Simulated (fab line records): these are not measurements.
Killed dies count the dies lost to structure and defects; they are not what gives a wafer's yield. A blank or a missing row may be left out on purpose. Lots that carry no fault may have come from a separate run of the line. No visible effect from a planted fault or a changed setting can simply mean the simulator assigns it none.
One fault seen from 2 desks :: flow sky130 :: each desk has only its own numbers; what lay behind them comes last

AT THE METROLOGY DESK
What the gauges read, lot by lot, whatever tool the lot ran on: means of the sampled wafers that have a number. Any lot whose mean is over 4 standard deviations away from the usual mean is out of limits and marked OUT; that distance is given in the brackets.
Columns: A = cd-nm at SKY_FIELD_ISO_CD_MEAS_13, usual 150.1 nm
lot: L348
first seen here: day 3 00:07
A: 151.7

lot: L351
first seen here: day 4 02:02
A: 149.5

lot: L350
first seen here: day 4 02:22
A: 149.9

lot: L354
first seen here: day 4 10:02
A: 148.3

lot: L356
first seen here: day 4 19:36
A: 150.9

lot: L365
first seen here: day 7 01:07
A: 152.0

lot: L367
first seen here: day 7 09:01
A: 151.4
Result from this desk: across the 7 lots, nothing is out of limits.

AT THE TOOL OWNER'S DESK: rie-si-01
The tool's own readings at SKY_FIELD_ISO_ETCH_17 (etches Si in HBr/Cl2/O2, target depth 342 nm, time 97.7 s): means of the sampled wafers that have a number, for each lot that ran on this tool. Any lot whose mean is over 4 standard deviations away from the usual mean is out of limits and marked OUT; that distance is given in the brackets.
Columns: A = drypump-motor-current-A at SKY_FIELD_ISO_ETCH_17, usual 5.5 A; B = oes-product-au at SKY_FIELD_ISO_ETCH_17, usual 0.998 a.u.; C = rf-fwd-power-W at SKY_FIELD_ISO_ETCH_17, usual 596.1 W; D = throttle-valve-pct at SKY_FIELD_ISO_ETCH_17, usual 25.657 %
lot: L348
first seen here: day 3 00:22
A: 5.6
B: 1.000
C: 596.1
D: 25.652

lot: L350
first seen here: day 4 02:40
A: 5.9
B: 0.943 (-6.4) OUT
C: 500.1 (-44) OUT
D: 25.694

lot: L354
first seen here: day 4 10:20
A: 5.5
B: 0.947 (-6.0) OUT
C: 500.0 (-44) OUT
D: 25.694

lot: L356
first seen here: day 4 19:53
A: 5.9
B: 0.934 (-7.5) OUT
C: 499.2 (-44) OUT
D: 25.711 (+5.4) OUT
This desk's verdict: out of limits on L350, L354, L356, starting with L350 at day 4 02:40 (oes-product-au at SKY_FIELD_ISO_ETCH_17). Within limits: L348.

ALL TOGETHER
An alarm could have come from the tool owner's desk at day 4 02:40, on L350, L354, L356.
Nothing out of limits was seen by the metrology desk.
The metrology desk holds a record of L350, L354, L356, inside its limits.
Every lot named ran SKY_FIELD_ISO_ETCH_17 on rie-si-01.

WHAT THE SIMULATOR HAD PUT IN
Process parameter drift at SKY_FIELD_ISO_ETCH_17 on rie-si-01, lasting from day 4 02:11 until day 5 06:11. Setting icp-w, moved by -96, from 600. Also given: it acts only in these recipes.
Struck lots among those shown: L350, L354, L356.
Each desk's first reading out of limits, in hours after the fault started: the tool owner's desk, 0.
